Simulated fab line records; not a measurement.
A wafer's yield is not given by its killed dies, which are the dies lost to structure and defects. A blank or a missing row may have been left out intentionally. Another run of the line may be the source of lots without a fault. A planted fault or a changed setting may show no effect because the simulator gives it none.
Matching of chambers | flow gf180mcu | pecvd-01 running GF_V3_CVD_02: 3 sister chambers
The step deposits SiO2 from TEOS, target thk 850 nm, time 94.851 s. 6 wafers are shown with their chamber, then 6 later ones without.

WAFERS, EACH WITH ITS CHAMBER
wafer  | chamber | heaterPowerW (W)
L294.5 | 1       | 768
L295.6 | 1       | 749
L297.1 | 0       | 491
L297.4 | 2       | 448
L298.1 | 0       | 567
L298.3 | 2       | 413

WAFERS WHOSE CHAMBER IS MISSING
wafer  | heaterPowerW (W)
L298.5 | 595
L300.3 | 584
L300.4 | 625
L300.5 | 772
L308.1 | 449
L308.2 | 825

WHICH CHAMBER EACH WENT THROUGH
wafer  | from the rows above     | in truth
L298.5 | 0                       | 0
L300.3 | 0                       | 0
L300.4 | can't be placed: 0 or 1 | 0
L300.5 | 1                       | 1
L308.1 | can't be placed: 2 or 0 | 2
L308.2 | 1                       | 1
Correctly placed: 4 of 6. These rows do not allow placing 2 (true chamber among the candidates in 2). 0 placed wrongly.
How it was worked out, from the rows above alone: a wafer's distance from a chamber is the root of the sum, over the readings, of the square of ((its reading less the chamber's mean) divided by the reading's scatter). If the next closest chamber is less than 2 further off than the closest, the wafer can't be placed; otherwise it belongs to the closest. For every chamber, the mean is computed from those of its wafers that are shown. The scatter is the square root of a quotient: the sum, over the shown wafers, of each reading's squared deviation from its chamber's mean, divided by wafers minus chambers.
